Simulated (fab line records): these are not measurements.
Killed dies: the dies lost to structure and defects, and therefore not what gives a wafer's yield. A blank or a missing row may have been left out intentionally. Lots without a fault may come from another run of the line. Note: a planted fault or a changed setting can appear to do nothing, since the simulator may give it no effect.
2 desks looking at one fault / flow sky130 / each desk holds nothing but its own numbers, with what lay behind them at the end

METROLOGY DESK
What the gauges read for every lot (on any tool): the sampled wafers with a number, averaged. A lot is out of limits, marked OUT, if its mean lies more than 4 standard deviations from the usual mean; the brackets give that distance.
Columns: A = cd nm at SKY_POLY_GATE_CD_MEAS_13, usual 150.2 nm; B = POLY_GATE_OVL at SKY_POLY_GATE_OVL_MEAS_14, usual 0 nm; C = SPACER_CVD_00_THK at SKY_SPACER_THK_MEAS_01, usual 42.8 nm
lot=L906; first seen here=day 16 08:00; A=150.7; B=-4; C=42.8
lot=L908; first seen here=day 17 05:35; A=148.0; B=6; C=42.8
lot=L910; first seen here=day 18 02:37; A=149.8; B=-11; C=42.4
lot=L911; first seen here=day 18 09:55; A=150.2; B=-6; C=42.7
lot=L915; first seen here=day 19 20:29; A=149.3; B=3; C=43.5
lot=L916; first seen here=day 20 17:16; A=150.5; B=1; C=42.5
lot=L923; first seen here=day 23 02:32; A=150.2; B=-7; C=42.6
lot=L922; first seen here=day 23 02:50; A=150.2; B=2; C=43.1
lot=L920; first seen here=day 23 03:16; A=149.9; B=3; C=43.0
lot=L925; first seen here=day 23 13:05; A=149.8; B=5; C=75.1 (+69) OUT
lot=L926; first seen here=day 23 17:37; A=150.9; B=3; C=74.7 (+68) OUT
lot=L927; first seen here=day 24 02:23; A=151.0; B=1; C=75.4 (+69) OUT
Per this desk, out of limits: L925, L926, L927; the first was L925, day 29 19:56 (SPACER_CVD_00_THK at SKY_SPACER_THK_MEAS_01). In limits: L906, L908, L910, L911, L915, L916, L923, L922, L920.

AT THE TOOL OWNER'S DESK: lpcvd-02
The tool's own readings at SKY_SPACER_CVD_00 (deposits Si3N4 from DCS/NH3, target thk 43.1 nm, time 740 s): means of the sampled wafers that have a number, for each lot that ran on this tool. A lot is out of limits, marked OUT, if its mean lies more than 4 standard deviations from the usual mean; the brackets give that distance. Of its 10 readings 7 are shown: the one that was out of limits first, and those that lie furthest out on some lot.
Columns: A = spike tc bottom C at SKY_SPACER_CVD_00, usual 791.2 C; B = spike tc centre C at SKY_SPACER_CVD_00, usual 772.3 C; C = spike tc lower C at SKY_SPACER_CVD_00, usual 770.9 C; D = spike tc top C at SKY_SPACER_CVD_00, usual 783.0 C; E = spike tc upper C at SKY_SPACER_CVD_00, usual 770.4 C; F = susceptor temp C at SKY_SPACER_CVD_00, usual 770.0 C; G = zone power bottom pct at SKY_SPACER_CVD_00, usual 20.51 %
lot=L906; first seen here=day 23 00:13; A=791.1; B=771.0; C=768.0; D=781.0; E=771.0; F=769.9; G=20.41
lot=L908; first seen here=day 23 18:58; A=791.5; B=771.5; C=772.8; D=784.7; E=769.8; F=769.8; G=20.41
lot=L910; first seen here=day 24 14:13; A=790.1; B=772.1; C=772.3; D=784.6; E=770.0; F=770.1; G=20.35
lot=L911; first seen here=day 24 21:05; A=789.9; B=774.2; C=771.6; D=783.9; E=771.5; F=770.1; G=20.55
lot=L915; first seen here=day 26 06:50; A=791.0; B=772.2; C=771.7; D=784.4; E=770.5; F=769.6; G=20.51
lot=L916; first seen here=day 27 02:28; A=792.2; B=771.1; C=767.6; D=781.3; E=769.8; F=770.0; G=20.67
lot=L923; first seen here=day 29 07:06; A=790.4; B=772.5; C=772.9; D=784.9; E=770.5; F=770.0; G=20.23
lot=L922; first seen here=day 29 08:18; A=791.5; B=772.8; C=772.4; D=784.2; E=771.1; F=770.3; G=20.41
lot=L920; first seen here=day 29 09:35; A=791.1; B=773.0; C=768.6; D=779.9; E=769.7; F=770.1; G=20.58
lot=L925; first seen here=day 29 18:43; A=830.1 (+39) OUT; B=809.7 (+31) OUT; C=807.9 (+18) OUT; D=817.8 (+17) OUT; E=808.9 (+38) OUT; F=808.6 (+99 or more) OUT; G=22.62 (+10) OUT
lot=L926; first seen here=day 29 23:16; A=829.2 (+38) OUT; B=811.0 (+32) OUT; C=811.5 (+19) OUT; D=822.1 (+20) OUT; E=808.0 (+38) OUT; F=808.7 (+99 or more) OUT; G=22.73 (+11) OUT
lot=L927; first seen here=day 30 05:49; A=829.8 (+39) OUT; B=811.2 (+32) OUT; C=810.7 (+19) OUT; D=821.5 (+19) OUT; E=808.6 (+38) OUT; F=808.3 (+99 or more) OUT; G=22.85 (+11) OUT
This desk finds L925, L926, L927 out of limits, L925 being first, at day 29 18:43 (spike tc bottom C at SKY_SPACER_CVD_00). In limits: L906, L908, L910, L911, L915, L916, L923, L922, L920.

ALL TOGETHER
The tool owner's desk had the chance to raise an alarm at day 29 18:43 on L925, L926, L927.
An alarm was possible from the metrology desk at day 29 19:56, on L925, L926, L927.
The lots listed all ran SKY_SPACER_CVD_00 on lpcvd-02.

WHAT WAS PUT IN BY THE SIMULATOR
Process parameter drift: lpcvd-02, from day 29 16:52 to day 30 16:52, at SKY_SPACER_CVD_00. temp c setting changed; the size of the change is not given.
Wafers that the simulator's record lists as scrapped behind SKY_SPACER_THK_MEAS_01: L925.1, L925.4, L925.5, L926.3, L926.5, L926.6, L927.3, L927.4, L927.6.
Struck lots among those shown: L925, L926, L927.
Counting hours from when the fault started, the first reading out of limits came at 2 for the tool owner's desk and at 3 for the metrology desk.
